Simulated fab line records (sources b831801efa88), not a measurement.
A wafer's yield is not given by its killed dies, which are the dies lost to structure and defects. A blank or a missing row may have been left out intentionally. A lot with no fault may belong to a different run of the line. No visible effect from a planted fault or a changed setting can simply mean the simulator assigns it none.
fab line records -- flow sky130
[record] lots = 6, wafers = 18, last-day = 51
route steps=708 shown VT_ADJUST_HVTP@91 VT_ADJUST_LVTN@97 PAD_OPEN@708
lots that met no fault: from a run of the same line without faults
start-h: hours from the record's opening day to when the first of the lot's shown wafers began -- wait-h: how many hours have passed since the lot's step before this one -- " repeats the value in the row above -- L1.1+2: a row that stands for several wafers -- - no value present, or no start provided -- * or withheld: withheld -- < > ~ a bound
route shown NAME@n: NAME is a module with steps in the file, n the number in the route of the first one -- usual: the fault-free wafers' mean and standard deviation -- same: alike in all rows -- chamber/n: place in a boat -- sites: per-site readings -- _std_site: the standard deviation of these -- _edge_site: mean of outer sites minus mean of inner sites -- radius-mm: for every site, how far away it sits from the centre of the wafer -- mask NAME#n: copy n -- behind: the last tool/chamber to shape the wafer -- hold: why the lot went on hold/how many hours it stayed there/how the hold came to an end -- device: transistor that didn't switch, given as n, p or np -- end of line: the route-end tests of the same wafers -- a step with no rows: only its recipe -- killed: at the first sort, the dies lost to defects and structure; wafer yield is something else -- map: the dies of a wafer, with x for killed, . for not killed, _ for no die there
set.NAME: the run value of the setting; set.NAME@STEP: its run value at that earlier step -- model.NAME: the simulator's own value behind a step, which no gauge read
lots at some steps of the route; a table a step, a row a wafer
services: from which hour (start-h, from the record's first day; less than 0 if before it) a tool's chamber was out of use, for how many hours, and why
[[steps]]
[step SKY_VT_ADJUST_HVTP_DEVELOP_06]
[recipe] resist = NOVOLAK, developer = TMAH, develop-time-s = 60, dev-temp-c = 23
[step SKY_VT_ADJUST_HVTP_CD_MEAS_07]
[recipe] target-cd-nm = 380
[usual] cd-nm = 379.5/2.3
lot.wafer,tool,chamber,start-h,wait-h,cd-nm
L578.2,cd-sem-01,-,128.88,0.1,378.9
L578.4,cd-sem-01,-,128.88,0.1,377.6
L578.5,cd-sem-01,-,128.88,0.1,379.3
L579.2,cd-sem-02,-,133.60,0.1,378.7
L579.3,cd-sem-02,-,133.60,0.1,381.4
L579.6,cd-sem-02,-,133.60,0.1,379.1
L593.2,cd-sem-02,-,230.02,0.1,379.9
L593.4,cd-sem-02,-,230.02,0.1,378.2
L593.5,cd-sem-02,-,230.02,0.1,382.3
L594.1,cd-sem-02,-,230.65,0.1,381.3
L594.3,cd-sem-02,-,230.65,0.1,383.1
L594.4,cd-sem-02,-,230.65,0.1,380.7
L600.3,cd-sem-02,-,264.42,0.1,379.8
L600.4,cd-sem-02,-,264.42,0.1,380.4
L600.6,cd-sem-02,-,264.42,0.1,382.1
L601.1,cd-sem-01,-,268.30,0.1,381.6
L601.4,cd-sem-01,-,268.30,0.1,379.9
L601.6,cd-sem-01,-,268.30,0.1,380.2
[step SKY_VT_ADJUST_HVTP_OVL_MEAS_08]
[usual] VT_ADJUST_HVTP_OVL = -0.7/1.6
lot.wafer,tool,chamber,start-h,wait-h,VT_ADJUST_HVTP_OVL[nm]
L578.2,overlay-01,-,128.99,0.1,1.0
L578.4,overlay-01,-,128.99,0.1,0.5
L578.5,overlay-01,-,128.99,0.1,-0.5
L579.2,overlay-01,-,133.71,0.1,0.2
L579.3,overlay-01,-,133.71,0.1,-0.3
L579.6,overlay-01,-,133.71,0.1,-1.1
L593.2,overlay-01,-,230.12,0.1,-0.9
L593.4,overlay-01,-,230.12,0.1,0.1
L593.5,overlay-01,-,230.12,0.1,-0.5
L594.1,overlay-01,-,230.77,0.1,-3.1
L594.3,overlay-01,-,230.77,0.1,-3.8
L594.4,overlay-01,-,230.77,0.1,-4.1
L600.3,overlay-01,-,264.51,0.1,-1.9
L600.4,overlay-01,-,264.51,0.1,-0.7
L600.6,overlay-01,-,264.51,0.1,-1.1
L601.1,overlay-01,-,268.42,0.1,-1.1
L601.4,overlay-01,-,268.42,0.1,-2.8
L601.6,overlay-01,-,268.42,0.1,-0.2
[step SKY_VT_ADJUST_HVTP_IMPLANT_09]
[recipe] species = As, energy-kev = 150, dose-cm2 = 4.3e+12, tilt-deg = withheld
[step SKY_VT_ADJUST_HVTP_STRIP_10]
[recipe] chemistry = O2/N2, power-w = 1400, pressure-mtorr = 1500, platen-temp-c = withheld, o2-flow-sccm = 3000, n2-flow-sccm = 300, overash-fraction = 0.5
[usual] drypump-motor-current-A = 6.0/0.4, n2-flow-sccm = 299.8/0.8, oes-product-au = 0.715/0.0042, strip-time-to-endpoint-s = 14.21/0.045
lot.wafer,tool,chamber,start-h,wait-h,drypump-motor-current-A,n2-flow-sccm,oes-product-au,rf-hours-counter-h,strip-time-to-endpoint-s
L578.2,plasma-asher-03,1,129.17,0.1,6.3,300.1,0.714,1,14.26
L578.4,plasma-asher-03,0,129.17,0.1,5.6,300.5,0.723,-,14.23
L578.5,plasma-asher-03,0,129.17,0.1,5.6,301.6,0.716,-,14.24
L579.2,plasma-asher-03,0,133.89,0.1,5.6,299.0,0.712,1,14.19
L579.3,plasma-asher-03,0,133.89,0.1,5.6,301.5,0.726,-,14.16
L579.6,plasma-asher-03,1,133.89,0.1,6.2,299.7,0.717,-,14.18
L593.2,plasma-asher-01,0,230.30,0.1,5.3,299.9,0.707,50,14.23
L593.4,plasma-asher-01,0,230.30,0.1,5.4,299.7,0.715,-,14.26
L593.5,plasma-asher-01,1,230.30,0.1,6.2,301.4,0.722,-,14.14
L594.1,plasma-asher-04,1,230.95,0.1,6.5,299.2,0.719,35,14.22
L594.3,plasma-asher-04,1,230.95,0.1,6.4,300.1,0.719,-,14.25
L594.4,plasma-asher-04,0,230.95,0.1,5.9,300.4,0.717,-,14.24
L600.3,plasma-asher-01,0,264.72,0.1,5.4,301.1,0.714,-,14.17
L600.4,plasma-asher-01,1,264.72,0.1,6.2,298.6,0.712,-,14.16
L600.6,plasma-asher-01,0,264.72,0.1,5.4,301.1,0.710,-,14.12
L601.1,plasma-asher-04,0,268.60,0.1,5.9,298.6,0.720,39,14.14
L601.4,plasma-asher-04,1,268.60,0.1,6.5,299.1,0.716,-,14.11
L601.6,plasma-asher-04,0,268.60,0.1,5.9,298.6,0.710,-,14.11
[step SKY_VT_ADJUST_HVTP_TW_MEAS_11]
[usual] VT_ADJUST_HVTP_TW = 1353/10
lot.wafer,tool,chamber,start-h,wait-h,VT_ADJUST_HVTP_TW
L578.2,film-metro-02,-,129.28,0.1,1357
L578.4,film-metro-02,-,129.28,0.1,1361
L578.5,film-metro-02,-,129.28,0.1,1362
L579.2,film-metro-03,-,134.00,0.1,1338
L579.3,film-metro-03,-,134.00,0.1,1341
L579.6,film-metro-03,-,134.00,0.1,1340
L593.2,film-metro-02,-,230.41,0.1,1355
L593.4,film-metro-02,-,230.41,0.1,1363
L593.5,film-metro-02,-,230.41,0.1,1355
L594.1,film-metro-01,-,231.05,0.1,1362
L594.3,film-metro-01,-,231.05,0.1,1358
L594.4,film-metro-01,-,231.05,0.1,1359
L600.3,film-metro-03,-,264.81,0.1,1346
L600.4,film-metro-03,-,264.81,0.1,1347
L600.6,film-metro-03,-,264.81,0.1,1338
L601.1,film-metro-03,-,268.70,0.1,1343
L601.4,film-metro-03,-,268.70,0.1,1339
L601.6,film-metro-03,-,268.70,0.1,1345
[step SKY_VT_ADJUST_LVTN_DEHYDRATE_00]
[recipe] temp-c = 200, time-s = 60
[step SKY_VT_ADJUST_LVTN_HMDS_01]
[recipe] prime-time-s = 60, prime-temp-c = 120
[step SKY_VT_ADJUST_LVTN_COAT_02]
[recipe] spin-rpm = 2000, resist-thk-nm = 3000
[step SKY_VT_ADJUST_LVTN_SOFTBAKE_03]
[recipe] temp-c = 110, time-s = withheld
[step SKY_VT_ADJUST_LVTN_EXPOSE_04]
[recipe] mask-id = NWM_COMPLEMENT_LESS_NATIVE, na = 0.6, source-shape = conventional, sigma-outer = 0.6, polarization = unpolarized, target-cd-nm = 840, dose-mj = 194
[step SKY_VT_ADJUST_LVTN_PEB_05]
[recipe] temp-c = 115, time-s = withheld
[step SKY_VT_ADJUST_LVTN_DEVELOP_06]
[recipe] wall-angle-deg = 90, developer = TMAH, develop-time-s = 60, dev-temp-c = 23
[usual] developer-temp-C = 22.98/0.1
lot.wafer,tool,chamber,start-h,wait-h,developer-temp-C
L578.2,litho-track-02,0,148,-,23.15
L578.4,litho-track-02,0,148,-,22.84
L578.5,litho-track-02,0,148,-,23.14
L579.2,litho-track-03,0,154,-,23.01
L579.3,litho-track-03,0,154,-,23.03
L579.6,litho-track-03,0,154,-,22.95
L593.2,litho-track-03,0,253,-,21.92
L593.4,litho-track-03,0,254,-,21.95
L593.5,litho-track-03,0,254,-,21.91
L594.1,litho-track-03,0,255,-,22.10
L594.3,litho-track-03,0,255,-,21.96
L594.4,litho-track-03,0,255,-,22.08
L600.3,litho-track-01,0,289,-,23.13
L600.4,litho-track-01,0,289,-,22.99
L600.6,litho-track-01,0,289,-,23.07
L601.1,litho-track-01,0,294,-,22.92
L601.4,litho-track-01,0,294,-,22.97
L601.6,litho-track-01,0,294,-,22.97
[step SKY_VT_ADJUST_LVTN_OVL_MEAS_07]
[usual] VT_ADJUST_LVTN_OVL = 2.2/1.4
lot.wafer,tool,chamber,start-h,wait-h,VT_ADJUST_LVTN_OVL[nm]
L578.2,overlay-01,-,148.61,-,2.3
L578.4,overlay-01,-,148.61,-,2.2
L578.5,overlay-01,-,148.61,-,4.5
L579.2,overlay-01,-,154.22,-,4.3
L579.3,overlay-01,-,154.22,-,4.2
L579.6,overlay-01,-,154.22,-,3.2
L593.2,overlay-02,-,254.12,-,1.4
L593.4,overlay-02,-,254.12,-,5.7
L593.5,overlay-02,-,254.12,-,3.4
L594.1,overlay-01,-,255.41,-,1.4
L594.3,overlay-01,-,255.41,-,2.2
L594.4,overlay-01,-,255.41,-,1.8
L600.3,overlay-01,-,289.71,-,2.0
L600.4,overlay-01,-,289.71,-,1.8
L600.6,overlay-01,-,289.71,-,0.1
L601.1,overlay-01,-,294.85,-,0.8
L601.4,overlay-01,-,294.85,-,-1.5
L601.6,overlay-01,-,294.85,-,1.9
[step SKY_PAD_OPEN_PROBE_99]
[usual] killed_at_M0_to_M3 = 43/7, killed_at_M4_up = 3.1/1.5, killed-at-contacts = 23/4.9, killed-at-front-end = 16/3.9, killed-at-other = 0.3/0.52, killed-dies = 86/8.2, killed-open = 47/6.1, killed-short = 38/5.8
[same] gross-dies = 492, killed-at-back-side = 0
lot.wafer,tool,chamber,start-h,wait-h,killed_at_M0_to_M3,killed_at_M4_up,killed-at-contacts,killed-at-front-end,killed-at-other,killed-dies,killed-open,killed-short
L579.2,prober-02,-,1120.33,0.1,59,1,25,12,1,98,53,45
L579.3,prober-02,-,1120.38,0.2,49,1,25,11,1,87,47,40
L579.6,prober-02,-,1120.53,0.2,38,1,32,14,0,85,41,44
// killed by level:class
L579.2 VIA1:geometric-particle:open=14 VIA3:geometric-particle:open=8 LI_CONTACT:geometric-particle:open=7 METAL1:geometric-particle:short=7 VIA2:geometric-particle:open=6 CONTACT:geometric-particle:short=6 METAL2:geometric-particle:short=6 FIELD_ISO:geometric-particle:open=5
L579.3 LI_CONTACT:geometric-particle:open=12 VIA1:geometric-particle:open=12 METAL1:geometric-particle:short=9 CONTACT:geometric-particle:open=7 VIA3:geometric-particle:short=5 METAL3:geometric-particle:short=5 FIELD_ISO:geometric-particle:short=4 METAL2:geometric-particle:short=4
L579.6 CONTACT:geometric-particle:open=16 VIA1:geometric-particle:open=8 VIA2:geometric-particle:short=7 LI_CONTACT:geometric-particle:open=7 METAL1:geometric-particle:short=6 CONTACT:geometric-particle:short=5 VIA1:geometric-particle:short=4 VIA2:geometric-particle:open=4
[[services]]
tool,chamber,start-h,hours,kind
plasma-asher-03,-,108.75,9.0,pm
plasma-asher-03,0,108.75,9.0,vent-cycle
plasma-asher-03,1,108.75,9.0,vent-cycle
plasma-asher-03,0,117.75,-,clean
plasma-asher-03,1,117.75,-,clean
plasma-asher-01,-,136.31,2.0,repair
litho-track-02,-,152.09,-,consumable-replace:filter
plasma-asher-04,-,157.23,10.0,pm
plasma-asher-04,-,167.23,3.3,pm
plasma-asher-03,-,182.87,28.1,pm
plasma-asher-01,-,200.92,0.8,repair
plasma-asher-01,-,264.97,2.8,pm
plasma-asher-03,-,285.26,1.2,repair
[[key]]
[first-sign] step = SKY_VT_ADJUST_LVTN_DEVELOP_06, reading = developer-temp-C, direction = down, sigmas = 9.6, usual = *, struck = *
effect none on later readings
met-at SKY_VT_ADJUST_LVTN_DEVELOP_06
struck-wafers L593.2,L593.4,L593.5,L594.1,L594.3,L594.4
tester-left-out L593,L594
onset-between 154 253
[fault] kind = process-parameter-drift, tool = litho-track-03, chamber = -, onset-h = 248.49, steps = SKY_VT_ADJUST_LVTN_DEVELOP_06, channel = dev-temp-c, offset = *, shape = step, end-h = 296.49, acts-in = *, stated = *
// tester-left-out: of these lots the tester's yield and bins aren't shown, on N5 and GAA mostly nor the transistor test; their killed dies are dies lost to structure and defects alone, not to doping, threshold or leakage, so they don't give the yield
